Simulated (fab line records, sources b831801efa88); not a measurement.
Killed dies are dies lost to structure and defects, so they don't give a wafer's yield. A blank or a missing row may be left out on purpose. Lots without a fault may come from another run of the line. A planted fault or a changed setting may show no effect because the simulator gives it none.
Problem report in the 8D (eight disciplines) form, filled by code | flow gf180mcu | the parts of the form that need people (team, actions taken, sign-off) are left out

1. THE PROBLEM
oes_product_au at GF_SAB_ETCH_11 reads a mean of 1.419 a.u. on 2 wafers of 2 lots; wafers without a fault read 1.002 a.u. with a standard deviation of 0.012. That is +35 standard deviations from the usual mean.
The step: etches SiO2 in C4F8/O2/Ar, target depth 55 nm, time 8.5 s.
First seen on wafer L636.1, day 20 08:41, on rie_diel-01. The record holds 18 wafers of 6 lots with a number at this step. Rule for "out", or "out of limits": more than 4 standard deviations from the usual mean. The other wafers with a number count as sound.

2. WHAT IT IS AND WHAT IT IS NOT
question                    | is                | is not
which readings at this step | oes_product_au    | -
which lots                  | L636, L637        | L626, L632, L643, L644
which wafers of those lots  | L636.1, L637.1    | L636.4, L636.6, L637.4, L637.6
read on which tools         | rie_diel-01       | rie_diel-02, rie_diel-04
when                        | from day 20 08:41 | up to then (8 sound wafers); but 8 sound wafers of L637, L643, L644 came after

3. SUSPECTS, AND WHAT RULES EACH OUT
Counting: a tool at a process step up to the reading stays a suspect if it ran every lot that is out. Sound lots after the first of them don't rule it out here, since some wafers of a struck lot are sound.
- rie_diel-01 at GF_SAB_ETCH_11 (etches SiO2 in C4F8/O2/Ar, target depth 55 nm, time 8.5 s): kept. It ran every lot that is out, first L636 (day 20 08:41); its last sound lot up to then is L632 (day 18 20:45). Its own readings are out on those wafers: oes_product_au.
Left after counting: rie_diel-01 at GF_SAB_ETCH_11.

4. THE CAUSE (what the simulator had put in)
Process parameter drift: rie_diel-01, from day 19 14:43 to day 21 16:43, at GF_SAB_ETCH_11. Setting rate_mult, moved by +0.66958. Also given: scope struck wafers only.
Counting left only this tool.

5. THE CHAIN OF EFFECTS, in route order
Each row: a reading whose mean over the struck wafers that have a number lies more than 3 standard deviations from the usual. Only readings for which the record gives a usual standard deviation are gone through. hours: the time from each lot's start at the first step in this table that gives one to its start at this step, as a median over the lots. sigmas: the change in usual standard deviations.
hours | step           | reading        | usual      | on struck wafers | change | sigmas
0     | GF_SAB_ETCH_11 | oes_product_au | 1.002 a.u. | 1.419            | +0.417 | +35
The process steps in it:
- GF_SAB_ETCH_11: etches SiO2 in C4F8/O2/Ar, target depth 55 nm, time 8.5 s.

6. WHAT WOULD HAVE CAUGHT IT SOONER
In this record the first reading out of limits was taken at day 20 08:41, 18 hours after the fault began at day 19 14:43.
